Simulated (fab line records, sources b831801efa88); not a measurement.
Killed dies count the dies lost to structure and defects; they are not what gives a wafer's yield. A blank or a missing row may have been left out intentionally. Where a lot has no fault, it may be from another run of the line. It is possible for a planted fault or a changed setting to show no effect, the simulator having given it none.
Matching of chambers :: flow gf180mcu :: GF_V3_ETCH_16 on rie_diel-04: 4 sister chambers
The step etches BARC in N2/H2. 14 wafers are shown with their chamber, then 7 later ones without.

## EACH WAFER AND ITS CHAMBER
wafer: L250.2
chamber: 3
drypump_motor_current_A (A): 5.4
throttle_valve_pct (%): 13.234
oes_product_au (a.u.): 0.859

wafer: L250.4
chamber: 0
drypump_motor_current_A (A): 5.1
throttle_valve_pct (%): 13.232
oes_product_au (a.u.): 0.851

wafer: L250.5
chamber: 1
drypump_motor_current_A (A): 5.7
throttle_valve_pct (%): 13.218
oes_product_au (a.u.): 0.859

wafer: L252.1
chamber: 2
drypump_motor_current_A (A): 5.2
throttle_valve_pct (%): 13.231
oes_product_au (a.u.): 0.855

wafer: L252.3
chamber: 3
drypump_motor_current_A (A): 5.4
throttle_valve_pct (%): 13.227
oes_product_au (a.u.): 0.865

wafer: L252.4
chamber: 0
drypump_motor_current_A (A): 5.1
throttle_valve_pct (%): 13.211
oes_product_au (a.u.): 0.848

wafer: L253.2
chamber: 3
drypump_motor_current_A (A): 5.4
throttle_valve_pct (%): 13.225
oes_product_au (a.u.): 0.851

wafer: L253.5
chamber: 0
drypump_motor_current_A (A): 5.0
throttle_valve_pct (%): 13.225
oes_product_au (a.u.): 0.856

wafer: L253.6
chamber: 1
drypump_motor_current_A (A): 5.8
throttle_valve_pct (%): 13.232
oes_product_au (a.u.): 0.849

wafer: L258.1
chamber: 2
drypump_motor_current_A (A): 5.2
throttle_valve_pct (%): 13.216
oes_product_au (a.u.): 0.849

wafer: L258.3
chamber: 3
drypump_motor_current_A (A): 5.4
throttle_valve_pct (%): 13.227
oes_product_au (a.u.): 0.847

wafer: L258.6
chamber: 0
drypump_motor_current_A (A): 5.0
throttle_valve_pct (%): 13.219
oes_product_au (a.u.): 0.861

wafer: L268.1
chamber: 3
drypump_motor_current_A (A): 5.4
throttle_valve_pct (%): 13.218
oes_product_au (a.u.): 0.860

wafer: L268.2
chamber: 1
drypump_motor_current_A (A): 5.8
throttle_valve_pct (%): 13.252
oes_product_au (a.u.): 0.857

SIGNATURES, as means of the wafers listed above
reading: drypump_motor_current_A
chamber 0: 5.050
chamber 1: 5.767
chamber 2: 5.200
chamber 3: 5.400
scatter within a chamber: 0.0408

reading: throttle_valve_pct
chamber 0: 13.22175
chamber 1: 13.23400
chamber 2: 13.22350
chamber 3: 13.22620
scatter within a chamber: 0.0103

reading: oes_product_au
chamber 0: 0.85400
chamber 1: 0.85500
chamber 2: 0.85200
chamber 3: 0.85640
scatter within a chamber: 0.00619
Rule: distance of a wafer from a chamber = root of the sum over the readings of ((wafer's reading minus chamber's mean) / reading's scatter) squared. If the next closest chamber is less than 2 further off than the closest, the wafer can't be placed; otherwise it belongs to the closest. The scatter: take each reading less its chamber's mean, square it, sum over the shown wafers, divide by the number of wafers less the number of chambers, and take the root.

## WAFERS WHOSE CHAMBER IS MISSING
wafer: L268.4
drypump_motor_current_A (A): 5.1
throttle_valve_pct (%): 13.216
oes_product_au (a.u.): 0.855

wafer: L270.1
drypump_motor_current_A (A): 5.7
throttle_valve_pct (%): 13.226
oes_product_au (a.u.): 0.852

wafer: L270.5
drypump_motor_current_A (A): 5.4
throttle_valve_pct (%): 13.224
oes_product_au (a.u.): 0.852

wafer: L270.6
drypump_motor_current_A (A): 5.2
throttle_valve_pct (%): 13.219
oes_product_au (a.u.): 0.855

wafer: L273.2
drypump_motor_current_A (A): 5.4
throttle_valve_pct (%): 13.228
oes_product_au (a.u.): 0.848

wafer: L273.3
drypump_motor_current_A (A): 5.2
throttle_valve_pct (%): 13.225
oes_product_au (a.u.): 0.856

wafer: L273.5
drypump_motor_current_A (A): 5.1
throttle_valve_pct (%): 13.225
oes_product_au (a.u.): 0.856

## WHICH CHAMBER EACH ONE RAN IN
wafer: L268.4
from the rows above: can't be placed: 0 or 2
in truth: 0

wafer: L270.1
from the rows above: 1
in truth: 1

wafer: L270.5
from the rows above: 3
in truth: 3

wafer: L270.6
from the rows above: 2
in truth: 2

wafer: L273.2
from the rows above: 3
in truth: 3

wafer: L273.3
from the rows above: 2
in truth: 2

wafer: L273.5
from the rows above: can't be placed: 0 or 2
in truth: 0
Correctly placed: 5 of 7. Not placeable from these rows: 2 (in 2, the candidates include the true chamber). Number placed wrongly: 0.
